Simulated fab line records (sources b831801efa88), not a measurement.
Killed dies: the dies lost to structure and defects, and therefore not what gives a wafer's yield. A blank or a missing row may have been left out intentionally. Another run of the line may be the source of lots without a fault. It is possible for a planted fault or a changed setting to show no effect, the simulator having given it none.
Which of the tools did it? + flow sky130 + 11 lots with 33 wafers sampled at 3 steps, on a route of 708 steps

== WHAT EACH GAUGE READ, for each wafer ==
SKY_LDD_N_TW_MEAS_17.
| lot  | measured     | on            | LDD_N_TW       |
|------|--------------|---------------|----------------|
| L857 | day 17 21:47 | film metro-03 | 2566 2566 2561 |
| L862 | day 19 06:27 | film metro-02 | 2574 2597 2594 |
| L861 | day 19 09:12 | film metro-03 | 2574 2583 2578 |
| L863 | day 20 03:29 | film metro-03 | 2537 2533 2534 |
| L867 | day 21 12:16 | film metro-04 | 2517 2523 2518 |
| L874 | day 24 01:17 | film metro-02 | 2629 2610 2597 |
| L876 | day 24 19:08 | film metro-03 | 2565 2578 2574 |
| L877 | day 25 03:58 | film metro-02 | 2592 2598 2606 |
| L878 | day 25 11:58 | film metro-03 | 2569 2570 2571 |
| L879 | day 25 14:37 | film metro-02 | 2590 2588 2590 |
| L880 | day 25 19:17 | film metro-04 | 2578 2599 2608 |

== TOOL THAT RAN EACH LOT (tool first, then ch and the chambers of the sampled wafers, then the start) ==
| lot  | SKY_LDD_N_IMPLANT_10            | SKY_LDD_N_STRIP_16                   |
|------|---------------------------------|--------------------------------------|
| L857 | implanter-01 ch 0, day 17 20:48 | plasma asher-01 ch 0,1, day 17 21:40 |
| L862 | implanter-01 ch 0, day 19 05:28 | plasma asher-01 ch 0, day 19 06:20   |
| L861 | implanter-01 ch 0, day 19 08:14 | plasma asher-03 ch 0,1, day 19 09:07 |
| L863 | implanter-01 ch 0, day 20 02:31 | plasma asher-03 ch 0,1, day 20 03:23 |
| L867 | implanter-01 ch 0, day 21 11:16 | plasma asher-03 ch 0, day 21 12:10   |
| L874 | implanter-02 ch 0, day 24 00:18 | plasma asher-03 ch 0,1, day 24 01:10 |
| L876 | implanter-03 ch 0, day 24 18:08 | plasma asher-04 ch 0,1, day 24 19:02 |
| L877 | implanter-03 ch 0, day 25 02:58 | plasma asher-04 ch 0,1, day 25 03:52 |
| L878 | implanter-02 ch 0, day 25 10:58 | plasma asher-04 ch 0,1, day 25 11:52 |
| L879 | implanter-01 ch 0, day 25 13:37 | plasma asher-01 ch 0,1, day 25 14:31 |
| L880 | implanter-03 ch 0, day 25 18:19 | plasma asher-01 ch 0,1, day 25 19:11 |
- SKY_LDD_N_IMPLANT_10
- SKY_LDD_N_STRIP_16: strips in O2/N2.

== THE ANSWER, worked out from the rows above alone ==
Rule: what is usual is taken from the lots themselves. Put in order of their means at a reading, lots are off if they are a third of the lots or fewer, leave a main group of 4 or more, and stand apart from it by a gap of 3 or more times the standard deviation of the main group's means; of several such gaps the widest counts. The tables above print the reading to a certain number of digits; a main group whose means all agree to those digits is not used. A lot without any number at a reading at which 4 lots or more have one is off too. Where the step has rows for the other lots, those lots are counted as sound.
Across all readings shown, no lot is off: no conclusion can be drawn from this.

== WHAT THE SIMULATOR HAD INSERTED ==
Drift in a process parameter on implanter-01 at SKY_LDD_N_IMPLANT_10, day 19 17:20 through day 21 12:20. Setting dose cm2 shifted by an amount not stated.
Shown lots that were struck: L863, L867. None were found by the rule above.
